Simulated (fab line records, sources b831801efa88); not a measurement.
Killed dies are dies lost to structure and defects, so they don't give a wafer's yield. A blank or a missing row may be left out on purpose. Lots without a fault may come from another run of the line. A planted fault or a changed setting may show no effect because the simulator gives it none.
fab line records | flow sky130
record lots=5 wafers=23
route steps=708 shown LI_CONTACT@383 LOCAL_INTERCONNECT@393 CONTACT@410 METAL1@438
start_h: hours from the record's first day to the start of the lot's first wafer shown | wait_h: hours since the lot's step before | " the same as in the row above | L1.1+2: a row that stands for several wafers | - no value, or no start given | * or withheld: withheld | < > ~ a bound
route shown NAME@n: a module of which the file shows steps, and the number in the route of the first | usual: mean/standard deviation of fault-free wafers | same: alike in all rows | chamber/n: place in a boat | sites: the reading at each site | _std_site: their standard deviation | _edge_site: outer sites' mean less inner sites' | radius_mm: how far each site lies from the wafer's centre | mask NAME#n: copy n | behind: the tool/chamber that last shaped the wafer | hold: why the lot was held/for how many hours/how that ended | device: the transistor (n, p or np) that didn't switch | end of line: the same wafers' tests at the end of the route | a step without rows: its recipe alone | killed: dies lost to structure and defects at the first sort, not the wafer's yield | map: a wafer's dies, x killed, . not, _ none there
set.NAME: the setting as run; set.NAME@STEP: as run at that earlier step | model.NAME: the simulator's own value behind a step, which no gauge read
lots whose settings were changed on purpose; a table a step, a row a wafer
## steps
# step SKY_LI_CONTACT_CVD_21
# recipe material=W target_thk_nm=400 time_s=120.56 temp_c=400 pressure_torr=40
# columns lot.wafer tool chamber start_h wait_h set.temp_c model.W_of_LI_CONTACT_CVD_21.thk_nm
L077.2 cvd_w-01 1 703.30 0.0 392.2 342.8
L077.3 " 0 " " 400 398.5
L077.4 " 1 " " 400 396.5
L077.5 " 1 " " 392.2 347.5
L077.6 " 0 " " 400 400.5
L078.1 cvd_w-02 0 713.54 0.0 407.1 449.8
L078.2 " 1 " " 407.1 457.4
L078.3 " 1 " " 400 400.8
L078.4 " 0 " " 407.1 447.4
L078.5 " 1 " " 400 395.9
L080.1 cvd_w-02 0 736.14 0.0 400 391.5
L080.2 " 1 " " 394.5 357.3
L080.4 " 1 " " 400 394.4
L080.5 " 1 " " 394.5 355.1
L080.6 " 0 " " 400 396.5
L081.1 cvd_w-02 0 759.47 0.0 400 397.1
L081.2 " 1 " " 400 398.1
L081.3 " 1 " " 400 400.8
L081.5 " 1 " " 400 400.6
L081.6 " 0 " " 400 395.4
L082.1 cvd_w-02 0 760.30 0.0 400 402.3
L082.4 " 1 " " 400 395.6
L082.5 " 1 " " 400 401.9
# step SKY_LI_CONTACT_RS_MEAS_22
# recipe thk_meas_gauge=four-point-probe reads=W_of_LI_CONTACT_CVD_21+TiN_of_LI_CONTACT_SPUTTER_20+Ti_of_LI_CONTACT_SPUTTER_19
# usual LI_CONTACT_W_RS=0.2868/0.0027
# columns lot.wafer tool chamber start_h wait_h set.temp_c@LI_CONTACT_CVD_21 LI_CONTACT_W_RS[ohm/sq]
L077.2 film_metro-01 - 703.45 0.1 392.2 0.3327
L077.3 " - " " 400 0.2865
L077.4 " - " " 400 0.2875
L077.5 " - " " 392.2 0.3291
L077.6 " - " " 400 0.2845
L078.1 film_metro-03 - 713.66 0.1 407.1 0.2530
L078.2 " - " " 407.1 0.2488
L078.3 " - " " 400 0.2839
L078.4 " - " " 407.1 0.2537
L078.5 " - " " 400 0.2876
L080.1 film_metro-02 - 736.26 0.1 400 0.2907
L080.2 " - " " 394.5 0.3182
L080.4 " - " " 400 0.2887
L080.5 " - " " 394.5 0.3213
L080.6 " - " " 400 0.2875
L081.1 film_metro-02 - 759.59 0.1 400 0.2865
L081.2 " - " " 400 0.2862
L081.3 " - " " 400 0.2842
L081.5 " - " " 400 0.2839
L081.6 " - " " 400 0.2880
L082.1 film_metro-02 - 760.42 0.1 400 0.2830
L082.4 " - " " 400 0.2874
L082.5 " - " " 400 0.2833
# step SKY_LI_CONTACT_THK_MEAS_23
# recipe thk_meas_gauge=xrf reads=W_of_LI_CONTACT_CVD_21
# usual LI_CONTACT_W_THK=387/5.7
# columns lot.wafer tool chamber start_h wait_h set.temp_c@LI_CONTACT_CVD_21 LI_CONTACT_W_THK[nm]
L077.2 film_metro-01 - 703.56 0.1 392.2 338
L077.3 " - " " 400 392
L077.4 " - " " 400 392
L077.5 " - " " 392.2 342
L077.6 " - " " 400 398
L078.1 film_metro-03 - 713.78 0.1 407.1 441
L078.2 " - " " 407.1 449
L078.3 " - " " 400 395
L078.4 " - " " 407.1 436
L078.5 " - " " 400 390
L080.1 film_metro-02 - 736.38 0.1 400 379
L080.2 " - " " 394.5 346
L080.4 " - " " 400 382
L080.5 " - " " 394.5 344
L080.6 " - " " 400 384
L081.1 film_metro-02 - 759.71 0.1 400 380
L081.2 " - " " 400 383
L081.3 " - " " 400 385
L081.5 " - " " 400 387
L081.6 " - " " 400 379
L082.1 film_metro-02 - 760.54 0.1 400 386
L082.4 " - " " 400 379
L082.5 " - " " 400 384
# step SKY_LI_CONTACT_CMP_24
# recipe stop_on=PSG t_overpolish_s=20 down_force_psi=3.5 platen_rpm=60 target_thk_nm=0 pad_velocity_m_s=0.94248
# usual time_to_endpoint_s=97/4
# columns lot.wafer tool chamber start_h wait_h set.temp_c@LI_CONTACT_CVD_21 time_to_endpoint_s
L077.2 cmp-02 0 703.61 0.0 392.2 79
L077.3 " 1 " " 400 97
L077.4 " 2 " " 400 93
L077.6 " 0 " " 400 95
L077.5 " 1 " " 392.2 82
L078.1 cmp-02 3 713.84 0.1 407.1 103
L078.2 " 0 " " 407.1 109
L078.4 " 1 " " 407.1 110
L078.3 " 2 " " 400 95
L078.5 " 0 " " 400 91
L080.2 cmp-01 1 736.49 0.1 394.5 85
L080.4 " 2 " " 400 101
L080.1 " 3 " " 400 95
L080.5 " 0 " " 394.5 92
L080.6 " 1 " " 400 100
L081.2 cmp-01 0 759.77 0.0 400 102
L081.3 " 1 " " 400 100
L081.1 " 2 " " 400 102
L081.6 " 0 " " 400 101
L081.5 " 1 " " 400 102
L082.4 cmp-01 3 760.70 0.1 400 98
L082.1 " 0 " " 400 102
L082.5 " 2 " " 400 106
# step SKY_LOCAL_INTERCONNECT_COAT_06
# recipe resist=KrF-thick spin_rpm=3000 resist_thk_nm=450
# columns lot.wafer tool chamber start_h wait_h set.spin_rpm model.KrF-thick_of_LOCAL_INTERCONNECT_COAT_06.thk_nm
L077.2 litho_track-03 0 - - 2833 464.4
L077.3 " 0 " " 2833 465.3
L077.4 " 0 " " 3000 451.2
L077.5 " 0 " " 3000 451.9
L077.6 " 0 " " 3000 453.3
L078.1 litho_track-01 0 - - 3000 451.2
L078.2 " 0 " " 3000 448.4
L078.3 " 0 " " 3000 449.6
L078.4 " 0 " " 3000 448.7
L078.5 " 0 " " 3000 448.9
L080.1 litho_track-03 0 - - 3000 450.1
L080.2 " 0 " " 2815 465.6
L080.4 " 0 " " 3000 448.6
L080.5 " 0 " " 3000 450.6
L080.6 " 0 " " 2815 465.9
L081.1 litho_track-03 0 - - 3087 443.2
L081.2 " 0 " " 3087 444.1
L081.3 " 0 " " 3000 450.1
L081.5 " 0 " " 3000 448.6
L081.6 " 0 " " 3087 442
L082.1 litho_track-03 0 - - 3000 447.8
L082.4 " 0 " " 3000 448.2
L082.5 " 0 " " 3000 449.1
# step SKY_LOCAL_INTERCONNECT_ETCH_13
# recipe chemistry=N2/H2 target=BARC ion_energy_ev=200 bias_w=100 pressure_mtorr=30 n2_flow_sccm=100 h2_flow_sccm=200 icp_w=500 stop_on=SiO2 time_s=45.9 target_depth_a=600
# columns lot.wafer tool chamber start_h wait_h set.icp_w set.spin_rpm@LOCAL_INTERCONNECT_COAT_06 model.KrF-thick_of_LOCAL_INTERCONNECT_COAT_06.thk_nm
L077.2 rie_metal-03 0 731.97 0.0 500 2833 406.4
L077.3 " 1 " " 500 2833 408.9
L077.4 " 0 " " 500 3000 393.2
L077.5 " 0 " " 500 3000 394
L077.6 " 1 " " 500 3000 396.5
L078.1 rie_metal-01 0 742.32 0.0 500 3000 393.6
L078.2+4 " 1,0 " " 500 3000 390.7
L078.3 " 1 " " 500 3000 392.2
L078.5 " 0 " " 500 3000 391.1
L080.1 rie_metal-03 1 764.22 0.0 500 3000 393.4
L080.2 " 0 " " 500 2815 407.7
L080.4 " 0 " " 539.6 3000 387.6
L080.5 " 1 " " 500 3000 393.9
L080.6 " 0 " " 539.6 2815 405.4
L081.1 rie_metal-03 0 787.54 0.0 500 3087 385.3
L081.2 " 1 " " 531.7 3087 385.1
L081.3 " 0 " " 500 3000 391.9
L081.5 " 1 " " 531.7 3000 388.8
L081.6 " 0 " " 500 3087 384.4
L082.1 rie_metal-01 0 788.38 0.0 500 3000 390.3
L082.4 " 1 " " 500 3000 391.1
L082.5 " 0 " " 500 3000 392
# step SKY_LOCAL_INTERCONNECT_METAL_ETCH_14
# recipe target_depth_nm=110 stop_on=PSG chemistry=Cl2/BCl3 target=TiN resist_sidewall_deg=88 pressure_mtorr=10 icp_w=900 bias_w=48.5 Cl2_flow_sccm=60 bcl3_flow_sccm=30 time_s=32.26
# step SKY_LOCAL_INTERCONNECT_STRIP_15
# recipe chemistry=O2/N2 power_w=1400 pressure_mtorr=1500 platen_temp_c=withheld o2_flow_sccm=3000 n2_flow_sccm=300 overash_fraction=0.5
# usual strip_time_to_endpoint_s=4.710/0.019
# columns lot.wafer tool chamber start_h wait_h set.spin_rpm@LOCAL_INTERCONNECT_COAT_06 strip_time_to_endpoint_s
L077.2 plasma_asher-03 0 732.09 0.0 2833 4.856
L077.3 " 0 " " 2833 4.876
L077.4 " 1 " " 3000 4.701
L077.5 " 1 " " 3000 4.725
L077.6 " 0 " " 3000 4.742
L078.1 plasma_asher-01 1 742.44 0.0 3000 4.714
L078.2 " 0 " " 3000 4.702
L078.3 " 0 " " 3000 4.686
L078.4 " 1 " " 3000 4.671
L078.5 " 1 " " 3000 4.702
L080.1 plasma_asher-03 0 764.34 0.0 3000 4.730
L080.2 " 1 " " 2815 4.862
L080.4 " 1 " " 3000 4.679
L080.5 " 1 " " 3000 4.735
L080.6 " 0 " " 2815 4.837
L081.1 plasma_asher-03 1 787.66 0.0 3087 4.603
L081.2 " 0 " " 3087 4.630
L081.3 " 0 " " 3000 4.717
L081.5 " 0 " " 3000 4.685
L081.6 " 1 " " 3087 4.637
L082.1 plasma_asher-03 0 788.49 0.0 3000 4.683
L082.4 " 1 " " 3000 4.700
L082.5 " 0 " " 3000 4.700
# step SKY_CONTACT_CMP_04
# recipe material=SiO2 down_force_psi=4 platen_rpm=60 pad_velocity_m_s=0.94248
# columns lot.wafer tool chamber start_h wait_h set.leave_above_ref_nm model.SiO2_of_CONTACT_HDPCVD_02.thk_nm
L077.3 cmp-02 3 732.98 0.0 325.2 322.7
L077.4 " 0 " " 325.2 326.2
L077.2 " 2 " " 340 339.9
L077.6 " 3 " " 340 338.2
L077.5 " 0 " " 340 338.6
L078.3 cmp-02 0 743.29 0.0 340 341.4
L078.2 " 1 " " 340 339.9
L078.1+4 " 2,3 " " 340 -
L078.5 " 1 " " 340 340.8
L080.2 cmp-02 3 765.21 0.1 340 340.3
L080.1 " 0 " " 317.8 318.4
L080.4 " 1 " " 340 342
L080.5 " 2 " " 317.8 -
L080.6 " 3 " " 340 -
L081.2 cmp-01 0 788.51 0.0 360.1 362.1
L081.1 " 2 " " 340 341.4
L081.3+5 " 3,0 " " 360.1 -
L081.6 " 1 " " 340 -
L082.4 cmp-01 1 789.46 0.2 340 339.5
L082.1 " 2 " " 340 341.7
L082.5 " 1 " " 340 340.9
# step SKY_CONTACT_COAT_09
# recipe resist=KrF-thick spin_rpm=3000 resist_thk_nm=450
# columns lot.wafer tool chamber start_h wait_h set.resist_thk_nm model.KrF-thick_of_CONTACT_COAT_09.thk_nm
L077.2+5 litho_track-01 0 - - 450 450.8
L077.3 " 0 " " 450 450.6
L077.4 " 0 " " 438.1 439.7
L077.6 " 0 " " 438.1 438.3
L078.1 litho_track-04 0 - - 438.3 437.5
L078.2 " 0 " " 438.3 438.2
L078.3 " 0 " " 450 447.9
L078.4 " 0 " " 450 448.7
L078.5 " 0 " " 438.3 438.3
L080.1 litho_track-04 0 - - 450 452
L080.2 " 0 " " 450 451.6
L080.4 " 0 " " 437.8 438.4
L080.5 " 0 " " 437.8 439.5
L080.6 " 0 " " 437.8 439.2
L081.1+5 litho_track-02 0 - - 450 448.5
L081.2 " 0 " " 459.2 459.1
L081.3 " 0 " " 450 448.9
L081.6 " 0 " " 459.2 457.8
L082.1 litho_track-04 0 - - 450 452.3
L082.4 " 0 " " 450 451.9
L082.5 " 0 " " 450 452.2
# step SKY_CONTACT_SOFTBAKE_10
# recipe temp_c=100 time_s=90 resist=KrF-thick
# step SKY_CONTACT_EXPOSE_11
# recipe mask_id=CTM1 na=0.8 source_shape=annular sigma_inner=0.55 sigma_outer=0.85 target_cd_nm=170 dose_mj=38
# step SKY_CONTACT_ETCH_16
# recipe chemistry=N2/H2 target=BARC ion_energy_ev=200 source_w=500 bias_w=100 pressure_mtorr=30 n2_flow_sccm=100 h2_flow_sccm=200 stop_on=SiO2 time_s=45.9 target_depth_a=600
# columns lot.wafer tool chamber start_h wait_h set.resist_thk_nm@CONTACT_COAT_09 model.KrF-thick_of_CONTACT_COAT_09.thk_nm
L077.2 rie_diel-01 3 760.44 0.0 450 393
L077.3 " 0 " " 450 392.3
L077.4 " 1 " " 438.1 381.3
L077.5 " 2 " " 450 393.1
L077.6 " 1 " " 438.1 380.2
L078.1 rie_diel-01 3 770.41 0.0 438.3 380.5
L078.2 " 0 " " 438.3 380.7
L078.3 " 2 " " 450 390.7
L078.4 " 1 " " 450 390.6
L078.5 " 0 " " 438.3 381
L080.1 rie_diel-04 1 792.09 0.0 450 393.2
L080.2 " 2 " " 450 394.6
L080.4 " 3 " " 437.8 381.2
L080.5 " 2 " " 437.8 382.7
L080.6 " 1 " " 437.8 380.2
L081.1 rie_diel-01 3 815.04 0.0 450 390.7
L081.2 " 1 " " 459.2 401
L081.3 " 0 " " 450 391.3
L081.5 " 3 " " 450 390.6
L081.6 " 0 " " 459.2 399.5
L082.1 rie_diel-04 2 816.19 0.0 450 396
L082.4 " 0 " " 450 394.7
L082.5 " 0 " " 450 395.5
# step SKY_CONTACT_ETCH_17
# recipe target=SiO2 chemistry=C4F8/O2/Ar stop_on=Si3N4 mask_material=KrF-thick source_w=1500 bias_w=1200 pressure_mtorr=40 c4f8_flow_sccm=withheld O2_flow_sccm=6 Ar_flow_sccm=300 time_s=withheld target_depth_a=3400
# usual oes_product_au=0.892/0.0039
# columns lot.wafer tool chamber start_h wait_h set.leave_above_ref_nm@CONTACT_CMP_04 oes_product_au model.CONTACT.feature_depth_nm
L077.2 rie_diel-01 3 760.48 0.0 340 0.898 339.9
L077.3 " 0 " " 325.2 0.864 322.7
L077.4 " 1 " " 325.2 0.871 326.2
L077.5 " 2 " " 340 0.892 338.6
L077.6 " 1 " " 340 0.888 338.2
L078.1 rie_diel-01 3 770.45 0.0 340 0.900 340.3
L078.2 " 0 " " 340 0.896 339.9
L078.3 " 2 " " 340 0.897 341.4
L078.4 " 1 " " 340 0.894 340.6
L078.5 " 0 " " 340 0.891 340.8
L080.1 rie_diel-04 1 792.13 0.0 317.8 0.858 318.4
L080.2 " 2 " " 340 0.891 340.3
L080.4 " 3 " " 340 0.894 342
L080.5 " 2 " " 317.8 0.860 319
L080.6 " 1 " " 340 0.888 339.6
L081.1 rie_diel-01 3 815.08 0.0 340 0.889 341.4
L081.2 " 1 " " 360.1 0.920 362.2
L081.3 " 0 " " 360.1 0.924 360.4
L081.5 " 3 " " 360.1 0.924 360.6
L081.6 " 0 " " 340 0.898 340.4
L082.1 rie_diel-04 2 816.23 0.0 340 0.895 341.7
L082.4 " 0 " " 340 0.892 339.5
L082.5 " 0 " " 340 0.889 340.9
# step SKY_CONTACT_ETCH_18
# recipe target=Si3N4 chemistry=CHF3/O2 stop_on=TiN source_w=600 bias_w=200 pressure_mtorr=40 chf3_flow_sccm=50 O2_flow_sccm=5 time_s=39 target_depth_a=750
# columns lot.wafer tool chamber start_h wait_h set.bias_w
L077.2+4+5 rie_diel-01 3,1,2 - - 209.5
L077.3+6 " 0,1 " " 200
L078.1+3+5 rie_diel-01 3,2,0 - - 190.8
L078.2+4 " 0,1 " " 200
L080.1+4+6 rie_diel-04 1,3,1 - - 176.4
L080.2+5 " 2 " " 200
L081.1+2+3+5+6 rie_diel-01 3,1,0,3,0 - - 200
L082.1+4+5 rie_diel-04 2,0,0 - - 200
# step SKY_CONTACT_STRIP_19
# recipe chemistry=O2/N2 power_w=1400 pressure_mtorr=1500 platen_temp_c=withheld o2_flow_sccm=3000 n2_flow_sccm=300 overash_fraction=0.5
# usual strip_time_to_endpoint_s=3.61/0.031
# columns lot.wafer tool chamber start_h wait_h set.resist_thk_nm@CONTACT_COAT_09 strip_time_to_endpoint_s
L077.2 plasma_asher-03 1 760.57 - 450 3.60
L077.3 " 0 " " 450 3.61
L077.4 " 1 " " 438.1 3.47
L077.5 " 1 " " 450 3.65
L077.6 " 0 " " 438.1 3.46
L078.1 plasma_asher-04 0 770.54 - 438.3 3.48
L078.2 " 1 " " 438.3 3.48
L078.3 " 1 " " 450 3.62
L078.4 " 0 " " 450 3.57
L078.5 " 1 " " 438.3 3.48
L080.1 plasma_asher-03 1 792.22 - 450 3.62
L080.2 " 0 " " 450 3.66
L080.4 " 0 " " 437.8 3.53
L080.5 " 0 " " 437.8 3.56
L080.6 " 1 " " 437.8 3.50
L081.1 plasma_asher-03 1 815.17 - 450 3.59
L081.2 " 0 " " 459.2 3.68
L081.3 " 0 " " 450 3.58
L081.5 " 0 " " 450 3.62
L081.6 " 1 " " 459.2 3.68
L082.1 plasma_asher-04 0 816.32 - 450 3.67
L082.4 " 0 " " 450 3.69
L082.5 " 0 " " 450 3.66
# step SKY_METAL1_SPUTTER_04
# recipe material=TiN target_thk_nm=70 power_w=6500 time_s=58.3 chamber_pressure_pa=0.4
# columns lot.wafer tool chamber start_h wait_h set.time_s model.TiN_of_METAL1_SPUTTER_04.thk_nm
L077.2 pvd_sputter-03 - 761.91 0.0 58.3 70.92
L077.3 " - " " 58.3 68.95
L077.4 " - " " 58.3 69.62
L077.5 " - " " 58.3 70.18
L077.6 " - " " 58.3 71.07
L078.1 pvd_sputter-02 - 771.91 0.0 66.66 80.51
L078.2 " - " " 58.3 69.5
L078.3 " - " " 58.3 70.26
L078.4 " - " " 66.66 80.31
L078.5 " - " " 58.3 70.36
L080.1 pvd_sputter-02 - 793.60 0.0 58.3 69.8
L080.2 " - " " 58.3 69.57
L080.4 " - " " 58.3 70
L080.5 " - " " 52.06 62.05
L080.6 " - " " 52.06 61.88
L081.1 pvd_sputter-01 - 816.51 0.0 58.3 70.14
L081.2 " - " " 58.3 70.94
L081.3 " - " " 49.93 59.37
L081.5 " - " " 49.93 61.48
L081.6 " - " " 49.93 59.7
L082.1 pvd_sputter-03 - 817.66 0.0 58.3 71.27
L082.4 " - " " 58.3 71.59
L082.5 " - " " 58.3 71.16
# step SKY_METAL1_DEVELOP_14
# recipe develop_time_s=60 resist=KrF-thick dev_temp_c=21
# columns lot.wafer tool chamber start_h wait_h set.dev_temp_c
L077.2+4 litho_track-03 0 - - 21
L077.3+5+6 " 0 " " 22.91
L078.1+3+4 litho_track-02 0 - - 19.62
L078.2+5 " 0 " " 21
L080.1+2+6 litho_track-03 0 - - 24.5
L080.4+5 " 0 " " 21
L081.1+5+6 litho_track-02 0 - - 21
L081.2+3 " 0 " " 19.87
L082.1+4+5 litho_track-03 0 - - 21
# step SKY_METAL1_DESCUM_17
# recipe chemistry=O2 source_power_w=150 bias_power_w=0 pressure_mtorr=10 temp_c=40 time_s=8
# step SKY_METAL1_ETCH_18
# recipe chemistry=N2/H2 target=BARC ion_energy_ev=200 bias_w=100 pressure_mtorr=30 n2_flow_sccm=100 h2_flow_sccm=200 icp_w=500 stop_on=SiO2 time_s=45.9 target_depth_a=600
# step SKY_METAL1_METAL_ETCH_19
# recipe target_depth_a=3600 stop_on=SiO2 over_etch_frac=0.3 time_s=78 chemistry=Cl2/BCl3 resist_sidewall_deg=88 pressure_mtorr=10 icp_w=900 bias_w=48.5 Cl2_flow_sccm=60 bcl3_flow_sccm=30
# columns lot.wafer tool chamber start_h wait_h set.leave_above_ref_nm@CONTACT_CMP_04 model.SiO2_of_CONTACT_HDPCVD_02.thk_nm
L077.2 rie_metal-04 0 789.42 0.0 340 325.9
L077.3 " 0 " " 325.2 308.6
L077.4 " 1 " " 325.2 312.2
L077.5 " 0 " " 340 324.4
L077.6 " 1 " " 340 324.3
L078.1+4 rie_metal-03 1 799.00 0.0 340 -
L078.2 " 0 " " 340 325.6
L078.3 " 0 " " 340 327.2
L078.5 " 0 " " 340 326.6
L080.1 rie_metal-03 0 820.07 0.0 317.8 304.2
L080.2 " 1 " " 340 326.4
L080.4 " 0 " " 340 327.8
L080.5 " 0 " " 317.8 -
L080.6 " 1 " " 340 -
L081.1 rie_metal-01 0 842.85 0.0 340 327.1
L081.2 " 1 " " 360.1 348
L081.3+5 " 1 " " 360.1 -
L081.6 " 0 " " 340 -
L082.1 rie_metal-03 1 843.97 0.0 340 327.8
L082.4 " 0 " " 340 325.4
L082.5 " 1 " " 340 327.1
## key
split step=SKY_LI_CONTACT_CVD_21 setting=temp_c stated=400 by=wafer
response step=SKY_LI_CONTACT_CVD_21 reading=model.W_of_LI_CONTACT_CVD_21.thk_nm change=+28.3 per=1% r=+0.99
response step=SKY_LI_CONTACT_RS_MEAS_22 reading=LI_CONTACT_W_RS change=-0.0215 per=1% r=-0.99
response step=SKY_LI_CONTACT_THK_MEAS_23 reading=LI_CONTACT_W_THK change=+27.7 per=1% r=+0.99
response step=SKY_LI_CONTACT_CMP_24 reading=time_to_endpoint_s change=* per=1% r=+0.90
split step=SKY_LOCAL_INTERCONNECT_COAT_06 setting=spin_rpm stated=3000 by=wafer
response step=SKY_LOCAL_INTERCONNECT_COAT_06 reading=model.KrF-thick_of_LOCAL_INTERCONNECT_COAT_06.thk_nm change=-2.42 per=1% r=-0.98
response step=SKY_LOCAL_INTERCONNECT_ETCH_13 reading=model.KrF-thick_of_LOCAL_INTERCONNECT_COAT_06.thk_nm change=-2.33 per=1% r=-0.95
response step=SKY_LOCAL_INTERCONNECT_STRIP_15 reading=strip_time_to_endpoint_s change=* per=1% r=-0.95
split step=SKY_LOCAL_INTERCONNECT_ETCH_13 setting=icp_w stated=500 by=wafer
response none clear
split step=SKY_CONTACT_CMP_04 setting=leave_above_ref_nm stated=340 by=wafer
response step=SKY_CONTACT_CMP_04 reading=model.SiO2_of_CONTACT_HDPCVD_02.thk_nm change=+3.44 per=1% r=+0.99
response step=SKY_CONTACT_ETCH_17 reading=oes_product_au change=+0.00507 per=1% r=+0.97
response step=SKY_CONTACT_ETCH_17 reading=model.CONTACT.feature_depth_nm change=+3.37 per=1% r=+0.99
response step=SKY_METAL1_METAL_ETCH_19 reading=model.SiO2_of_CONTACT_HDPCVD_02.thk_nm change=+3.46 per=1% r=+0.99
split step=SKY_CONTACT_COAT_09 setting=resist_thk_nm stated=450 by=wafer
response step=SKY_CONTACT_COAT_09 reading=model.KrF-thick_of_CONTACT_COAT_09.thk_nm change=+4.45 per=1% r=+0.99
response step=SKY_CONTACT_ETCH_16 reading=model.KrF-thick_of_CONTACT_COAT_09.thk_nm change=+4.38 per=1% r=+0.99
response step=SKY_CONTACT_STRIP_19 reading=strip_time_to_endpoint_s change=* per=1% r=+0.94
split step=SKY_CONTACT_ETCH_18 setting=bias_w stated=200 by=wafer
response none clear
split step=SKY_METAL1_SPUTTER_04 setting=time_s stated=58.3 by=wafer
response step=SKY_METAL1_SPUTTER_04 reading=model.TiN_of_METAL1_SPUTTER_04.thk_nm change=+0.724 per=1% r=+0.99
split step=SKY_METAL1_DEVELOP_14 setting=dev_temp_c stated=21 by=wafer
response none clear
